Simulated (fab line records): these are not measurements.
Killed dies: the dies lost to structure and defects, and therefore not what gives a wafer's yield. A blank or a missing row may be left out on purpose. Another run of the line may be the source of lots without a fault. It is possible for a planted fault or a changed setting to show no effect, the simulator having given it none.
fab line records	flow gf180mcu
[record] lots = 5	wafers = 15	lastDay = 33
route steps=602 shown MIM@519 M5@526 V5@540
lots untouched by any fault: they come from a run of this same line in which no faults occurred
startH: the number of hours between the record's first day and the start of the first shown wafer of the lot	waitH: how many hours have passed since the lot's step before this one	" identical to the entry in the row above	L1.1+2: a row that stands for several wafers	- no value, or no start was given	* or withheld: withheld	< > ~ a bound
route shown NAME@n: NAME is a module with steps in the file, n the number in the route of the first one	usual: mean/standard deviation of fault-free wafers	same: alike in all rows	chamber/n: place in a boat	sites: per-site readings	_std_site: how widely they spread, as a standard deviation	_edge_site: the outer-site mean with the inner-site mean subtracted	radiusMm: how far each site lies from the wafer's centre	mask NAME#n: copy n	behind: tool/chamber where the wafer was last shaped	hold: the reason the lot was held/the length of the hold in hours/how it ended	device: names the non-switching transistor (n, p or np)	end of line: the tests these same wafers got at the end of their route	for a step that has no rows: nothing shown but its recipe	killed: at the first sort, the dies lost to defects and structure; wafer yield is something else	map: per-die view of a wafer (x killed, . not killed, _ where there is no die)
set.NAME: the run value of the setting; set.NAME@STEP: its run value at that earlier step	model.NAME: the simulator's own value behind a step, which no gauge read
lots at some steps of the route; a table a step, a row a wafer
services: when a tool's chamber went out of use (startH, in hours from the record's first day, below 0 if earlier), for how many hours, and the reason
[[steps]]
[step GF_MIM_EXPOSE_16]
[recipe] maskId = FuseTop	targetCdNm = 2000	na = 0.6	sourceShape = conventional	sigmaOuter = 0.6	doseMj = 140
lot.wafer	tool	chamber	startH	waitH	mask
L081.1+2+3	ilineStepper-02	0	-	-	FuseTop#0
L084.2+5+6	ilineStepper-01	0	-	-	FuseTop#0
L086.1+2+3	ilineStepper-02	0	-	-	FuseTop#0
L089.2+3+6	ilineStepper-02	0	-	-	FuseTop#0
L090.3+5+6	ilineStepper-01	0	-	-	FuseTop#0
[step GF_MIM_PEB_17]
[recipe] tempC = withheld	timeS = *	resist = NOVOLAK
lot.wafer	tool	chamber	startH	waitH
L081.1+2+3	lithoTrack-02	0	-	-
L084.2+5+6	lithoTrack-01	0	-	-
L086.1+2+3	lithoTrack-02	0	-	-
L089.2+3+6	lithoTrack-01	0	-	-
L090.3+5+6	lithoTrack-04	0	-	-
[step GF_MIM_DEVELOP_18]
[recipe] developTimeS = 60	devTempC = 23
[same] developTimeS = 60
lot.wafer	tool	chamber	startH	waitH
L081.1+2+3	lithoTrack-02	0	634.85	0.1
L084.2+5+6	lithoTrack-01	0	666.46	0.1
L086.1+2+3	lithoTrack-02	0	682.25	0.1
L089.2+3+6	lithoTrack-01	0	702.46	0.1
L090.3+5+6	lithoTrack-04	0	705.82	0.1
[step GF_MIM_METAL_ETCH_19]
[recipe] chemistry = Cl2/BCl3	maskMaterial = NOVOLAK	stopOn = Si3N4	targetDepthNm = 324.5	pressureMtorr = 8	icpW = 800	biasW = 140	Cl2_flow_sccm = 80	bcl3FlowSccm = 40	timeS = 54.1
[usual] drypumpMotorCurrentA = 5.7/0.53	heBacksideLeakSccm = 3.21/0.19	oesProductAu = 0.941/0.0057	rfFwdPowerW = 793/3.5	throttleValvePct = 28.283/0.01
lot.wafer	tool	chamber	startH	waitH	drypumpMotorCurrentA	heBacksideLeakSccm	oesProductAu	rfFwdPowerW	rfHoursCounterH	throttleValvePct
L081.1	rieMetal-04	0	635.00	0.1	6.4	3.25	0.950	792	10	28.292
L081.2	"	0	"	"	6.4	3.20	0.940	794	-	28.305
L081.3	"	0	"	"	6.4	3.43	0.954	797	-	28.281
L084.2	rieMetal-03	1	666.61	0.1	5.2	3.16	0.944	787	-	28.275
L084.5	"	1	"	"	5.1	3.10	0.950	788	-	28.258
L084.6	"	1	"	"	5.2	3.20	0.946	790	-	28.284
L086.1	rieMetal-04	1	682.40	0.1	5.2	2.90	0.957	796	6	28.265
L086.2	"	0	"	"	6.4	3.14	0.947	800	12	28.270
L086.3	"	1	"	"	5.2	3.06	0.946	796	-	28.267
L089.2	rieMetal-04	0	702.59	0.1	6.4	3.25	0.940	792	13	28.281
L089.3	"	0	"	"	6.4	3.42	0.938	791	-	28.294
L089.6	"	0	"	"	6.4	3.40	0.937	794	-	28.289
L090.3	rieMetal-01	1	705.94	0.1	5.8	3.29	0.938	796	-	28.263
L090.5	"	0	"	"	6.3	3.31	0.940	797	-	28.287
L090.6	"	1	"	"	5.8	3.39	0.940	797	-	28.289
[step GF_MIM_STRIP_20]
[recipe] chemistry = O2/N2	powerW = 1400	pressureMtorr = 1500	platenTempC = 250	o2FlowSccm = 3000	n2FlowSccm = 300	overashFraction = 0.5
[usual] drypumpMotorCurrentA = 5.8/0.46	heaterPowerW = 347/37	oesProductAu = 0.690/0.0049	stripTimeToEndpointS = 11.19/0.04
lot.wafer	tool	chamber	startH	waitH	drypumpMotorCurrentA	heaterPowerW	oesProductAu	rfHoursCounterH	stripTimeToEndpointS
L081.1	plasmaAsher-04	1	635.14	0.1	6.3	310	0.701	20	11.17
L081.2	"	0	"	"	4.9	269	0.691	20	11.19
L081.3	"	1	"	"	6.4	322	0.683	-	11.19
L084.2	plasmaAsher-04	1	666.73	0.1	6.4	321	0.694	23	11.17
L084.5	"	0	"	"	4.9	261	0.694	-	11.18
L084.6	"	1	"	"	6.4	316	0.696	-	11.19
L086.1	plasmaAsher-04	0	682.47	0.0	4.9	256	0.683	25	11.16
L086.2	"	1	"	"	6.4	318	0.679	25	11.12
L086.3	"	1	"	"	6.3	329	0.687	-	11.17
L089.2	plasmaAsher-03	1	702.66	0.0	5.9	355	0.690	99	11.18
L089.3	"	1	"	"	5.9	351	0.684	-	11.14
L089.6	"	1	"	"	5.9	350	0.693	-	11.08
L090.3	plasmaAsher-02	1	706.02	0.1	5.6	381	0.696	-	11.21
L090.5	"	1	"	"	5.7	377	0.690	-	11.21
L090.6	"	0	"	"	6.3	364	0.690	-	11.23
[step GF_MIM_STRIP_21]
[recipe] chemistry = postEtchResidueRemover	timeS = 1200	tempC = 72.5
lot.wafer	tool	chamber	startH	waitH
L081.1+2+3	wetBench-03	2	635.24	0.1
L084.2+5+6	wetBench-02	3	666.83	0.1
L086.1+2+3	wetBench-04	3	682.57	0.1
L089.2+3+6	wetBench-04	3	702.76	0.1
L090.3+5+6	wetBench-02	3	706.09	0.0
[step GF_MIM_CLEAN_22]
[recipe] chemistry = DIW	dry = n2Spin
lot.wafer	tool	chamber	startH	waitH
L081.1+2+3	wetBench-04	2	636.60	0.0
L084.2+5+6	wetBench-04	0	667.17	0.0
L086.1+2+3	wetBench-02	2	682.91	0.0
L089.2+3+6	wetBench-03	0	703.13	0.0
L090.3+5+6	wetBench-02	1	706.43	0.0
[step GF_M5_DEHYDRATE_00]
[recipe] tempC = 200	timeS = 60
lot.wafer	tool	chamber	startH	waitH
L081.1+2+3	lithoTrack-02	0	646.15	9.4
L084.2+5+6	lithoTrack-01	0	676.01	8.7
L086.1+2+3	lithoTrack-02	0	691.90	8.9
L089.2+3+6	lithoTrack-03	0	711.92	8.6
L090.3+5+6	lithoTrack-02	0	714.65	8.1
[step GF_M5_HMDS_01]
[recipe] primeTimeS = 60	primeTempC = 120
lot.wafer	tool	chamber	startH	waitH
L081.1+2+3	lithoTrack-02	0	646.30	0.1
L084.2+5+6	lithoTrack-01	0	676.16	0.1
L086.1+2+3	lithoTrack-02	0	692.05	0.1
L089.2+3+6	lithoTrack-03	0	712.07	0.1
L090.3+5+6	lithoTrack-02	0	714.80	0.1
[step GF_M5_COAT_02]
[recipe] resist = KrF	spinRpm = withheld	resistThkNm = 1000
lot.wafer	tool	chamber	startH	waitH
L081.1+2+3	lithoTrack-02	0	646.45	0.1
L084.2+5+6	lithoTrack-01	0	676.31	0.1
L086.1+2+3	lithoTrack-02	0	692.20	0.1
L089.2+3+6	lithoTrack-03	0	712.22	0.1
L090.3+5+6	lithoTrack-02	0	714.95	0.1
[step GF_M5_SOFTBAKE_03]
[recipe] tempC = 130	timeS = 60	resist = KrF
lot.wafer	tool	chamber	startH	waitH
L081.1+2+3	lithoTrack-02	0	646.60	0.1
L084.2+5+6	lithoTrack-01	0	676.46	0.1
L086.1+2+3	lithoTrack-02	0	692.35	0.1
L089.2+3+6	lithoTrack-03	0	712.37	0.1
L090.3+5+6	lithoTrack-02	0	715.10	0.1
[step GF_M5_EXPOSE_04]
[recipe] maskId = Metal5	targetCdNm = 280	na = 0.68	sourceShape = conventional	sigmaOuter = 0.6	doseMj = 28
lot.wafer	tool	chamber	startH	waitH	mask
L081.1+2+3	krfScanner-01	0	-	-	Metal5#0
L084.2+5+6	krfScanner-01	0	-	-	Metal5#0
L086.1+2+3	krfScanner-02	0	-	-	Metal5#0
L089.2+3+6	krfScanner-01	0	-	-	Metal5#0
L090.3+5+6	krfScanner-02	0	-	-	Metal5#0
[step GF_M5_PEB_05]
[recipe] pebTempC = 135	pebTimeS = 90	resist = KrF
[same] pebTimeS = 90
lot.wafer	tool	chamber	startH	waitH
L081.1+2+3	lithoTrack-01	0	-	-
L084.2+5+6	lithoTrack-02	0	-	-
L086.1+2+3	lithoTrack-02	0	-	-
L089.2+3+6	lithoTrack-01	0	-	-
L090.3+5+6	lithoTrack-01	0	-	-
[step GF_M5_DEVELOP_06]
[recipe] developTimeS = 60	devTempC = 21
[same] developTimeS = 60
lot.wafer	tool	chamber	startH	waitH
L081.1+2+3	lithoTrack-01	0	655.79	0.2
L084.2+5+6	lithoTrack-02	0	686.12	0.2
L086.1+2+3	lithoTrack-02	0	700.90	0.2
L089.2+3+6	lithoTrack-01	0	720.56	0.2
L090.3+5+6	lithoTrack-01	0	723.94	0.1
[step GF_M5_CD_MEAS_07]
[recipe] targetCdNm = 280
[usual] cdNm = 280.3/1.2
lot.wafer	tool	chamber	startH	waitH	cdNm
L081.1	cdSem-01	-	655.94	0.1	282.0
L081.2	"	-	"	"	282.4
L081.3	"	-	"	"	281.4
L084.2	cdSem-02	-	686.27	0.1	282.5
L084.5	"	-	"	"	281.9
L084.6	"	-	"	"	281.7
L086.1	cdSem-01	-	701.05	0.1	277.4
L086.2	"	-	"	"	279.0
L086.3	"	-	"	"	280.2
L089.2	cdSem-01	-	720.71	0.1	280.9
L089.3	"	-	"	"	280.9
L089.6	"	-	"	"	281.5
L090.3	cdSem-01	-	724.08	0.1	280.9
L090.5	"	-	"	"	279.2
L090.6	"	-	"	"	280.1
[step GF_M5_OVL_MEAS_08]
[usual] M5_OVL = 2/6.3
lot.wafer	tool	chamber	startH	waitH	M5_OVL[nm]
L081.1	overlay-01	-	656.06	0.1	-9
L081.2	"	-	"	"	-8
L081.3	"	-	"	"	0
L084.2	overlay-02	-	686.37	0.1	0
L084.5	"	-	"	"	5
L084.6	"	-	"	"	2
L086.1	overlay-01	-	701.17	0.1	-3
L086.2	"	-	"	"	1
L086.3	"	-	"	"	-3
L089.2	overlay-02	-	720.81	0.1	0
L089.3	"	-	"	"	-6
L089.6	"	-	"	"	-4
L090.3	overlay-02	-	724.17	0.1	0
L090.5	"	-	"	"	2
L090.6	"	-	"	"	-10
[step GF_M5_ETCH_09]
[recipe] chemistry = CF4/O2	target = Si3N4	targetDepthNm = 52	sourceW = 800	biasW = 150	pressureMtorr = 150	cf4FlowSccm = 80	O2_flow_sccm = 10	timeS = 11.6
[usual] drypumpMotorCurrentA = 5.6/0.54	oesProductAu = 1.000/0.0094	rfFwdPowerW = 785/3.3	throttleValvePct = 5.971/0.0098
lot.wafer	tool	chamber	startH	waitH	drypumpMotorCurrentA	oesProductAu	rfFwdPowerW	rfHoursCounterH	throttleValvePct
L081.1	rieDiel-02	1	656.09	0.0	4.9	0.999	793	13	5.976
L081.2	"	0	"	"	6.4	1.003	785	62	5.967
L081.3	"	2	"	"	6.0	0.982	785	12	5.957
L084.2	rieDiel-02	2	686.40	0.0	6.0	0.985	784	14	5.961
L084.5	"	3	"	"	5.1	1.009	785	-	5.979
L084.6	"	2	"	"	6.0	0.985	784	-	5.970
L086.1	rieDiel-04	2	701.20	0.0	5.8	0.985	778	48	5.970
L086.2	"	3	"	"	5.1	0.996	781	18	5.976
L086.3	"	1	"	"	5.8	0.990	786	16	5.962
L089.2	rieDiel-02	1	720.84	0.0	4.9	1.000	786	16	5.967
L089.3	"	3	"	"	5.1	1.011	787	8	5.959
L089.6	"	2	"	"	6.0	1.006	785	-	5.968
L090.3	rieDiel-04	1	724.19	0.0	5.8	0.995	789	17	5.976
L090.5	"	1	"	"	5.9	0.989	788	-	5.963
L090.6	"	0	"	"	6.0	1.004	784	-	5.957
[step GF_M5_METAL_ETCH_10]
[recipe] chemistry = Cl2/BCl3	maskMaterial = KrF	targetDepthNm = 750.8	stopOn = SiO2	pressureMtorr = 8	icpW = 800	biasW = 140	Cl2_flow_sccm = 80	bcl3FlowSccm = 40	timeS = 125.1
[usual] drypumpMotorCurrentA = 5.6/0.48	heBacksideLeakSccm = 3.33/0.23	oesProductAu = 0.991/0.0058	rfFwdPowerW = 796.1/2.2	throttleValvePct = 28.230/0.011
lot.wafer	tool	chamber	startH	waitH	drypumpMotorCurrentA	heBacksideLeakSccm	oesProductAu	rfFwdPowerW	rfHoursCounterH	throttleValvePct
L081.1	rieMetal-03	1	656.11	0.0	5.2	3.08	0.997	796.2	3	28.211
L081.2	"	1	"	"	5.2	3.08	1.000	797.7	-	28.234
L081.3	"	1	"	"	5.2	3.33	0.995	794.4	-	28.238
L084.2	rieMetal-02	1	686.43	0.0	5.9	3.84	0.990	794.5	10	28.225
L084.5	"	1	"	"	5.9	3.89	0.987	794.1	-	28.226
L084.6	"	0	"	"	4.9	3.15	0.991	794.5	-	28.226
L086.1	rieMetal-01	1	701.23	0.0	5.8	3.34	0.981	792.2	1	28.238
L086.2	"	0	"	"	6.3	3.46	0.987	794.9	15	28.252
L086.3	"	0	"	"	6.3	3.27	0.987	800.0	-	28.244
L089.2	rieMetal-02	1	720.86	0.0	5.9	3.56	0.992	796.8	11	28.245
L089.3	"	1	"	"	5.9	3.45	0.998	796.7	-	28.226
L089.6	"	0	"	"	4.9	3.02	0.990	797.2	-	28.223
L090.3	rieMetal-01	1	724.30	0.1	5.8	3.33	0.985	797.8	-	28.227
L090.5	"	1	"	"	5.8	3.34	0.982	795.5	-	28.255
L090.6	"	1	"	"	5.8	3.16	0.990	794.4	-	28.231
[step GF_M5_STRIP_11]
[recipe] chemistry = O2/N2	powerW = 1400	pressureMtorr = 1500	platenTempC = 250	o2FlowSccm = 3000	n2FlowSccm = 300	overashFraction = 0.5
[usual] drypumpMotorCurrentA = 5.7/0.33	heaterPowerW = 335/37	oesProductAu = 0.523/0.0049	stripTimeToEndpointS = 7.03/0.05
lot.wafer	tool	chamber	startH	waitH	drypumpMotorCurrentA	heaterPowerW	oesProductAu	rfHoursCounterH	stripTimeToEndpointS
L081.1	plasmaAsher-03	1	656.37	0.2	5.9	361	0.526	95	6.96
L081.2	"	0	"	"	5.6	376	0.514	95	6.99
L081.3	"	0	"	"	5.6	370	0.528	-	6.98
L084.2	plasmaAsher-04	0	686.55	0.1	4.9	266	0.524	26	7.05
L084.5	"	1	"	"	6.4	323	0.514	-	7.04
L084.6	"	0	"	"	4.9	265	0.527	-	6.98
L086.1	plasmaAsher-03	0	701.35	0.1	5.6	382	0.523	99	7.08
L086.2	"	1	"	"	5.9	353	0.529	99	7.09
L086.3	"	0	"	"	5.6	371	0.529	-	7.14
L089.2	plasmaAsher-03	1	720.99	0.1	5.9	352	0.525	100	7.06
L089.3	"	0	"	"	5.6	379	0.515	-	7.01
L089.6	"	1	"	"	5.9	354	0.528	-	7.03
L090.3	plasmaAsher-03	0	724.51	0.2	5.6	376	0.523	-	7.07
L090.5	"	0	"	"	5.6	371	0.529	-	7.04
L090.6	"	1	"	"	5.9	355	0.516	-	7.01
[step GF_M5_STRIP_12]
[recipe] chemistry = postEtchResidueRemover	timeS = 1200	tempC = 72.5
lot.wafer	tool	chamber	startH	waitH
L081.1+2+3	wetBench-03	2	656.47	0.1
L084.2+5+6	wetBench-01	0	686.65	0.1
L086.1+2+3	wetBench-03	0	701.45	0.1
L089.2+3+6	wetBench-01	0	721.09	0.1
L090.3+5+6	wetBench-01	1	724.57	0.0
[step GF_M5_CLEAN_13]
[recipe] chemistry = DIW	dry = n2Spin
lot.wafer	tool	chamber	startH	waitH
L081.1+2+3	wetBench-03	0	657.16	0.0
L084.2+5+6	wetBench-04	1	687.00	0.0
L086.1+2+3	wetBench-01	0	702.82	0.0
L089.2+3+6	wetBench-03	2	721.44	0.0
L090.3+5+6	wetBench-03	0	724.91	0.0
[step GF_V5_CVD_00]
[recipe] material = SiO2	targetThkNm = 300	sigmaOpenFrac = 0.3	tempC = 400	timeS = 50	sih4FlowSccm = 60	pressureMtorr = 6
lot.wafer	tool	chamber	startH	waitH
L081.1+2+3	hdpcvd-01	0,1,2	657.36	0.0
L084.2+5+6	hdpcvd-01	1,2,0	687.10	0.0
L086.1+2+3	hdpcvd-01	2,1,0	702.91	0.0
L089.2+3+6	hdpcvd-02	0,2,0	721.53	0.0
L090.3+5+6	hdpcvd-01	0,0,1	725.01	0.0
[step GF_V5_THK_MEAS_01]
[recipe] reads = SiO2_of_V5_CVD_00
[usual] V5_CVD_00_THK = 299.5/3
lot.wafer	tool	chamber	startH	waitH	V5_CVD_00_THK[nm]
L081.1	filmMetro-02	-	657.40	0.0	300.6
L081.2	"	-	"	"	301.5
L081.3	"	-	"	"	298.8
L084.2	filmMetro-01	-	687.15	0.0	300.6
L084.5	"	-	"	"	300.7
L084.6	"	-	"	"	299.1
L086.1	filmMetro-01	-	702.96	0.0	303.5
L086.2	"	-	"	"	306.2
L086.3	"	-	"	"	302.6
L089.2	filmMetro-03	-	721.58	0.0	298.5
L089.3	"	-	"	"	296.7
L089.6	"	-	"	"	295.0
L090.3	filmMetro-02	-	725.07	0.0	301.7
L090.5	"	-	"	"	298.2
L090.6	"	-	"	"	299.8
[step GF_V5_CVD_02]
[recipe] material = SiO2	targetThkNm = 1450	precursor = TEOS	tempC = 400	timeS = 163.28	rfW = 600
[usual] heaterPowerW = 626/120	rfFwdPowerW = 597.6/2.1
lot.wafer	tool	chamber	startH	waitH	heaterPowerW	rfFwdPowerW
L081.1	pecvd-01	1	657.46	0.1	420	596.6
L081.2	"	2	"	"	803	598.5
L081.3	"	0	"	"	732	599.6
L084.2	pecvd-03	2	687.20	0.0	611	598.8
L084.5	"	2	"	"	501	597.8
L084.6	"	0	"	"	693	600.1
L086.1	pecvd-01	1	703.02	0.1	446	594.7
L086.2	"	2	"	"	796	598.1
L086.3	"	0	"	"	703	596.4
L089.2	pecvd-04	1	721.63	0.0	554	598.4
L089.3	"	0	"	"	586	600.7
L089.6	"	2	"	"	839	596.1
L090.3	pecvd-01	0	725.11	0.0	686	600.5
L090.5	"	2	"	"	652	596.9
L090.6	"	0	"	"	583	597.6
[[services]]
tool	chamber	startH	hours	kind
krfScanner-01	-	601.76	3.6	pm
rieDiel-04	0	605.42	8.9	repair
rieMetal-02	1	606.96	3.3	repair
krfScanner-01	-	613.76	1.3	pm
krfScanner-02	-	622.56	1.3	pm
rieDiel-04	0	623.94	10.4	repair
krfScanner-02	-	624.25	0.1	repair
rieMetal-01	-	630.38	2.8	pm
rieMetal-04	1	632.82	22.4	repair
krfScanner-01	-	633.00	0.7	repair
krfScanner-01	-	635.46	5.9	repair
plasmaAsher-03	-	639.53	2.2	repair
pecvd-01	2	640.28	2.9	repair
rieDiel-04	3	654.59	24.2	repair
rieMetal-03	-	675.10	7.5	repair
ilineStepper-01	-	693.16	1.7	pm
ilineStepper-02	-	694.85	1.7	pm
ilineStepper-02	-	696.57	3.2	repair
krfScanner-01	-	699.68	1.3	repair
plasmaAsher-03	-	710.90	5.6	repair
krfScanner-02	-	716.76	1.1	repair
krfScanner-02	-	719.37	0.8	pm
krfScanner-01	-	722.60	1.0	pm
ilineStepper-01	-	722.98	2.1	pm
[[key]]
fault none
